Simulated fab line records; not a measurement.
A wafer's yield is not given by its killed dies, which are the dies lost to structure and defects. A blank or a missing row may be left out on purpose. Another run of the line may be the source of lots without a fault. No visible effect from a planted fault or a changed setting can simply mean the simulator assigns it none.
Struck lot and sound lot, side by side -- flow gf180mcu -- 16 steps out of a route of 602
Sound: wafers L231.1, L231.3, L231.5. Struck: wafer L243.5 (L243.1, L243.6, from the same lot, were not struck and are left out); the cause is given at the end.
For every step that has rows: the tool of each side, followed by ch and its chambers, followed by its first start. Under that, the readings that differ: sound wafers -- struck wafers -- difference of the means -- sigmas: that difference in standard deviations of wafers without a fault.
alike: readings whose means differ by less than 2 such deviations, and words and numbers that are the same on both sides. not compared: withheld readings, readings that some wafer has no value for, bounds like >300 that may hide the same value, and numbers for which the record gives no deviation and whose values overlap.
The two part at a step that has a row with sigmas, a row that says differs or no value, or rows on one side only. When numbers do not overlap yet have no deviation, they are printed without sigmas and do not part them. Lack of a reading on every wafer of one side parts them only where that side has two or more wafers.

GF_TOP_METAL_SPUTTER_04: material TiN, target thk 25 nm, time 20.8 s.
  struck on pvd-sputter-02, day 32 15:29; sound on pvd-sputter-02, day 29 03:29
  alike: throttle-valve-pct
GF_TOP_METAL_RS_MEAS_05: measures by four-point-probe.
  struck on film-metro-03, day 32 15:31; sound on film-metro-01, day 29 03:31
  alike: TOP_METAL_ALCU_RS
GF_TOP_METAL_THK_MEAS_06: measures by xrf.
  struck on film-metro-03, day 32 15:38; sound on film-metro-01, day 29 03:38
  alike: TOP_METAL_ALCU_THK
then, 7 steps without rows for these wafers: GF_TOP_METAL_DEHYDRATE_07 (time 60 s); GF_TOP_METAL_HMDS_08 (prime time 60 s); GF_TOP_METAL_COAT_09 (resist thk 1500 nm); GF_TOP_METAL_SOFTBAKE_10 (time 60 s); GF_TOP_METAL_EXPOSE_11 (exposes mask MetalTop, target cd 440 nm); GF_TOP_METAL_PEB_12; GF_TOP_METAL_DEVELOP_13 (develop time 60 s).
GF_TOP_METAL_CD_MEAS_14: target cd 440 nm.
  struck on cd-sem-02, day 33 07:24; sound on cd-sem-02, day 29 22:20
  alike: cd-nm
GF_TOP_METAL_OVL_MEAS_15:
  struck on overlay-01, day 33 07:31; sound on overlay-02, day 29 22:27
  alike: TOP_METAL_OVL
GF_TOP_METAL_METAL_ETCH_16: etches the open film in Cl2/BCl3, stops on SiO2, target depth 1197 nm, time 199.5 s.
  sound on rie-metal-04 ch 0, day 29 22:29; struck on rie-metal-01 ch 0, day 33 07:34
reading,sound,struck,difference,sigmas
rf-fwd-power-W (W),793.8 796.7 798.4,925.5,+129.2,+50
throttle-valve-pct (%),28.255 28.236 28.226,28.217,-0.022,-2
model.NOVOLAK_of_TOP_METAL_COAT_09.thk-nm (nm),1028 1026 1024,958.4,-67.6,
  alike: drypump-motor-current-A, oes-product-au
  not compared: rf-hours-counter-h
GF_TOP_METAL_STRIP_17: strips in O2/N2.
  sound on plasma-asher-01 ch 0,1, day 29 22:52; struck on plasma-asher-01 ch 0, day 33 07:45
reading,sound,struck,difference,sigmas
strip-time-to-endpoint-s (s),13.01 12.97 12.94,12.23,-0.74,-8
  alike: drypump-motor-current-A, heater-power-w, oes-product-au
  not compared: rf-hours-counter-h
then, 2 steps without rows for these wafers: GF_TOP_METAL_STRIP_18 (strips in post etch residue remover, time 1200 s); GF_PASSIVATION_PROBE_99.

WHERE THEY PART
Earliest at GF_TOP_METAL_METAL_ETCH_16; latest, in this record, at GF_TOP_METAL_STRIP_17.

WHY: whatever the simulator had introduced
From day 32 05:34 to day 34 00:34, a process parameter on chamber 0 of rie-metal-01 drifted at GF_TOP_METAL_METAL_ETCH_16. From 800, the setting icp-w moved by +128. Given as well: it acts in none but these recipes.
